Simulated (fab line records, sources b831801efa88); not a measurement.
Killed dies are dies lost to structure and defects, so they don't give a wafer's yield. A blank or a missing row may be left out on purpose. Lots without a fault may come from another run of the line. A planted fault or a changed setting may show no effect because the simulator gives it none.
Which tool did it? | flow sky130 | 12 lots, 36 wafers sampled, at 6 steps of a route of 708

WHAT THE GAUGES READ, wafer by wafer
SKY_SD_N_TW_MEAS_12. Usual: SD_N_TW 3966, standard deviation 34.
lot  | measured     | on            | SD_N_TW        | flag
L770 | day 27 23:05 | film_metro-01 | 3987 3961 3951 |
L771 | day 28 15:59 | film_metro-01 | 3993 3999 3976 |
L774 | day 29 17:41 | film_metro-03 | 3953 3966 3964 |
L777 | day 30 22:07 | film_metro-01 | 4005 4013 3971 |
L779 | day 31 10:25 | film_metro-01 | 3966 3977 3963 |
L780 | day 31 19:29 | film_metro-03 | 3952 3954 3946 |
L784 | day 32 22:59 | film_metro-01 | 4010 4040 4000 |
L788 | day 34 06:25 | film_metro-01 | 3972 3973 4007 |
L789 | day 34 09:40 | film_metro-01 | 3959 3980 3967 |
L790 | day 34 12:39 | film_metro-01 | 3953 3988 3960 |
L791 | day 35 07:44 | film_metro-03 | 3883 3884 3913 |
L793 | day 36 02:22 | film_metro-01 | 4005 4016 3993 |

SKY_SD_N_RS_MEAS_16: measures by four-point-probe. Usual: SD_N_RS 68.60 ohm/sq, standard deviation 0.11.
lot  | measured     | on            | SD_N_RS (ohm/sq)  | flag
L770 | day 27 23:22 | film_metro-02 | 68.62 68.61 68.74 |
L771 | day 28 16:16 | film_metro-03 | 68.50 68.48 68.54 |
L774 | day 29 18:01 | film_metro-02 | 68.76 68.75 68.71 |
L777 | day 30 22:25 | film_metro-02 | 68.65 68.65 68.73 |
L779 | day 31 10:42 | film_metro-02 | 68.78 68.59 68.78 |
L780 | day 31 19:47 | film_metro-01 | 68.52 68.39 68.75 |
L784 | day 32 23:18 | film_metro-01 | 68.37 68.57 68.59 |
L788 | day 34 06:45 | film_metro-02 | 68.56 68.47 68.72 |
L789 | day 34 09:57 | film_metro-03 | 68.52 68.66 68.44 |
L790 | day 34 12:56 | film_metro-01 | 68.58 68.60 68.60 |
L791 | day 35 08:03 | film_metro-02 | 68.62 68.63 68.54 |
L793 | day 36 02:43 | film_metro-03 | 68.59 68.45 68.46 |

SKY_SD_N_RS_MEAS_17: measures by four-point-probe. Usual: SD_P_RS 147.2 ohm/sq, standard deviation 0.38.
lot  | measured     | on            | SD_P_RS (ohm/sq)  | flag
L770 | day 27 23:29 | film_metro-02 | 147.5 147.5 147.7 |
L771 | day 28 16:23 | film_metro-03 | 147.1 147.0 146.8 |
L774 | day 29 18:08 | film_metro-02 | 147.8 147.5 147.7 |
L777 | day 30 22:32 | film_metro-02 | 147.5 147.4 147.8 |
L779 | day 31 10:49 | film_metro-02 | 147.4 147.3 147.3 |
L780 | day 31 19:54 | film_metro-01 | 146.8 146.8 147.1 |
L784 | day 32 23:25 | film_metro-01 | 147.1 146.6 147.6 |
L788 | day 34 06:52 | film_metro-02 | 146.8 147.2 146.8 |
L789 | day 34 10:04 | film_metro-03 | 147.5 147.1 147.4 |
L790 | day 34 13:04 | film_metro-01 | 147.4 147.1 147.5 |
L791 | day 35 08:10 | film_metro-02 | 147.0 147.3 146.8 |
L793 | day 36 02:50 | film_metro-03 | 146.5 147.1 146.6 |

SKY_LI_CONTACT_RS_MEAS_22: measures by four-point-probe. Usual: LI_CONTACT_W_RS 0.2841 ohm/sq, standard deviation 0.0022.
lot  | measured     | on            | LI_CONTACT_W_RS (ohm/sq) | flag
L770 | day 29 05:25 | film_metro-03 | 0.2828 0.2831 0.2860     |
L771 | day 29 22:29 | film_metro-02 | 0.2817 0.2858 0.2853     |
L774 | day 30 23:59 | film_metro-01 | 0.2805 0.2837 0.2828     |
L777 | day 32 04:25 | film_metro-02 | 0.2280 0.2292 0.2276     | OFF
L779 | day 32 15:19 | film_metro-01 | 0.2268 0.2257 0.2271     | OFF
L780 | day 33 00:15 | film_metro-01 | 0.2271 0.2271 0.2268     | OFF
L784 | day 34 03:45 | film_metro-01 | 0.2851 0.2800 0.2823     |
L788 | day 35 11:00 | film_metro-02 | 0.2819 0.2822 0.2823     |
L789 | day 35 14:09 | film_metro-03 | 0.2844 0.2866 0.2815     |
L790 | day 35 16:47 | film_metro-01 | 0.2854 0.2847 0.2846     |
L791 | day 36 12:10 | film_metro-01 | 0.2876 0.2876 0.2864     |
L793 | day 37 06:25 | film_metro-01 | 0.2835 0.2810 0.2850     |

SKY_LI_CONTACT_THK_MEAS_23: measures by xrf. Usual: LI_CONTACT_W_THK 385 nm, standard deviation 5.6.
lot  | measured     | on            | LI_CONTACT_W_THK (nm) | flag
L770 | day 29 05:31 | film_metro-03 | 387 384 381           |
L771 | day 29 22:35 | film_metro-02 | 391 382 385           |
L774 | day 31 00:07 | film_metro-01 | 393 388 392           |
L777 | day 32 04:32 | film_metro-02 | 466 466 469           | OFF
L779 | day 32 15:26 | film_metro-01 | 487 489 483           | OFF
L780 | day 33 00:21 | film_metro-01 | 481 479 481           | OFF
L784 | day 34 03:51 | film_metro-01 | 391 395 391           |
L788 | day 35 11:07 | film_metro-02 | 385 386 385           |
L789 | day 35 14:16 | film_metro-03 | 385 381 391           |
L790 | day 35 16:53 | film_metro-01 | 386 389 386           |
L791 | day 36 12:15 | film_metro-01 | 381 384 384           |
L793 | day 37 06:32 | film_metro-01 | 390 394 389           |

WHICH TOOL RAN EACH LOT (tool, then ch and the chambers of the sampled wafers, then the start)
lot  | SKY_LI_CONTACT_CVD_21
L770 | cvd_w-01 ch 0,1, day 29 05:16
L771 | cvd_w-01 ch 0, day 29 22:20
L774 | cvd_w-02 ch 0,1, day 30 23:52
L777 | cvd_w-01 ch 0,1, day 32 04:16
L779 | cvd_w-01 ch 0,1, day 32 15:12
L780 | cvd_w-01 ch 0,1, day 33 00:08
L784 | cvd_w-02 ch 0,1, day 34 03:38
L788 | cvd_w-02 ch 0, day 35 10:52
L789 | cvd_w-01 ch 0,1, day 35 14:01
L790 | cvd_w-01 ch 0,1, day 35 16:38
L791 | cvd_w-01 ch 0,1, day 36 12:01
L793 | cvd_w-02 ch 1, day 37 06:17
- SKY_LI_CONTACT_CVD_21: deposits W, target thk 400 nm, time 120.56 s.

WHAT THE TOOLS THEMSELVES READ (means of the sampled wafers that have a number; where no wafer has one, the mark that the record gives instead)
SKY_LI_CONTACT_CVD_21. Usual: heater_power_w 797 W, standard deviation 30.
lot  | tool     | heater_power_w (W) | flag
L770 | cvd_w-01 | 779                |
L771 | cvd_w-01 | 759                |
L774 | cvd_w-02 | 816                |
L777 | cvd_w-01 | 779                |
L779 | cvd_w-01 | 776                |
L780 | cvd_w-01 | 777                |
L784 | cvd_w-02 | 817                |
L788 | cvd_w-02 | 830                |
L789 | cvd_w-01 | 769                |
L790 | cvd_w-01 | 798                |
L791 | cvd_w-01 | 790                |
L793 | cvd_w-02 | 810                |

THE ANSWER, worked out from the rows above alone
Rule: a lot is off if the mean of its wafers that have a number lies more than 3 standard deviations from the usual mean. A lot without any number at a reading at which 4 lots or more have one is off too. The other lots that the step has rows for count as sound. The gauges are gone through in route order, then the tools' own readings, and for those a lot's mean is taken as printed above. The first step at which some lot is off is used, and at that step the reading that is off furthest; a lot without a number counts as furthest.
Off: L777, L779, L780, at SKY_LI_CONTACT_RS_MEAS_22 (LI_CONTACT_W_RS).
A tool fits if, at a process step before that reading, it ran every lot that is off, and no sound lot after the first of them. The gauges at SKY_LI_CONTACT_RS_MEAS_22 are tried like those tools. None of those tried fits.

WHAT THE SIMULATOR HAD PUT IN
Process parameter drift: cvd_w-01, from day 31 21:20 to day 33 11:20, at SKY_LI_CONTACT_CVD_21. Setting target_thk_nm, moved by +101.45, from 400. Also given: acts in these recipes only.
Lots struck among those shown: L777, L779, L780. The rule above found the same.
